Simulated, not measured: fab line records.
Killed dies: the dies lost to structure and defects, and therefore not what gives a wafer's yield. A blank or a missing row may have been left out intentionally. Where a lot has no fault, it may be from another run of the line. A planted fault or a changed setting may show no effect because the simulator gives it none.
Matching of chambers    flow sky130    SKY_METAL4_ETCH_17 on rie_diel-03: 4 sister chambers
The step etches SiO2 in C4F8/O2/Ar, stops on TiN, time 3.9 s, target depth 15 nm. 4 wafers are shown with their chamber, then 12 later ones without.

WAFERS, EACH WITH ITS CHAMBER
wafer   chamber  rf_fwd_power_W (W)
L090.4  0        1464
L092.1  1        1454
L092.3  3        1464
L092.4  2        1461

WAFERS WHOSE CHAMBER IS MISSING
wafer   rf_fwd_power_W (W)
L093.1  1482
L093.2  1460
L093.6  1467
L094.1  1457
L094.5  1480
L094.6  1460
L095.1  1467
L095.3  1464
L095.6  1461
L097.2  1458
L097.5  1469
L097.6  1460

EACH ONE'S CHAMBER
wafer   from the rows above                in truth
L093.1  can't be placed: 0 or 3 or 2 or 1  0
L093.2  can't be placed: 2 or 0 or 3 or 1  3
L093.6  can't be placed: 0 or 3 or 2 or 1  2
L094.1  can't be placed: 1 or 2 or 0 or 3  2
L094.5  can't be placed: 0 or 3 or 2 or 1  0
L094.6  can't be placed: 2 or 0 or 3 or 1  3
L095.1  can't be placed: 0 or 3 or 2 or 1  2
L095.3  can't be placed: 0 or 3 or 2 or 1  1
L095.6  can't be placed: 2 or 0 or 3 or 1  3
L097.2  can't be placed: 2 or 1 or 0 or 3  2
L097.5  can't be placed: 0 or 3 or 2 or 1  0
L097.6  can't be placed: 2 or 0 or 3 or 1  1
Correctly placed: 0 of 12. Cannot be placed on the basis of these rows: 12; the candidates contain the true chamber in 12. Placed wrongly: 0.
How it was worked out, from the rows above alone: a wafer's distance from a chamber is the root of the sum, over the readings, of the square of ((its reading less the chamber's mean) divided by the reading's scatter). If the next closest chamber is less than 2 further off than the closest, the wafer can't be placed; otherwise it belongs to the closest. Each chamber's mean is taken over the wafers shown for it. The scatter: root of mean squared gap, hidden wafer to nearest shown wafer, with one shown wafer a chamber.
